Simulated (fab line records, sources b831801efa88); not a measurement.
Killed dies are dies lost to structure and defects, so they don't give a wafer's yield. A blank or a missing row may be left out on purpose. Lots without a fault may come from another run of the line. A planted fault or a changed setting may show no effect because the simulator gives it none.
Chamber matching | flow gf180mcu | GF_STI_CMP_25 on cmp-02: 4 sister chambers
The step polishes, stops on Si3N4, t overpolish 33 s, target thk 524.6 nm. 8 wafers are shown with their chamber, then 7 later ones without.

WAFERS WITH THEIR CHAMBER
wafer  | chamber | motor_current_A (A) | time_to_endpoint_s (s)
L972.4 | 0       | 10.6                | 137
L976.6 | 0       | 10.5                | 126
L984.1 | 2       | 13.0                | 118
L986.2 | 1       | 11.1                | 118
L986.4 | 2       | 13.3                | 122
L986.5 | 3       | 9.7                 | 118
L989.1 | 3       | 9.7                 | 127
L989.4 | 1       | 11.9                | 125

WAFERS WITHOUT THEIR CHAMBER
wafer  | motor_current_A (A) | time_to_endpoint_s (s)
L989.5 | 9.5                 | 124
L990.1 | 9.7                 | 121
L990.2 | 14.0                | 119
L990.6 | 10.5                | 129
L991.1 | 12.2                | 119
L991.5 | 13.2                | 124
L991.6 | 11.9                | 122

WHICH CHAMBER EACH WENT THROUGH
wafer  | from the rows above     | in truth
L989.5 | 3                       | 3
L990.1 | 3                       | 3
L990.2 | 2                       | 2
L990.6 | 0                       | 0
L991.1 | can't be placed: 1 or 2 | 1
L991.5 | 2                       | 2
L991.6 | 1                       | 1
Placed correctly: 6 of 7. Can't be placed from these rows: 1 (the true chamber is among the candidates in 1). Placed wrongly: 0.
How it was worked out, from the rows above alone: a wafer's distance from a chamber is the root of the sum, over the readings, of the square of ((its reading less the chamber's mean) divided by the reading's scatter). The wafer belongs to the nearest chamber; if the next one is less than 2 further off, it can't be placed. A chamber's mean is the mean of its shown wafers. The scatter: the root of (the sum of the squares of (reading less its chamber's mean) over the shown wafers, divided by (wafers less chambers)).
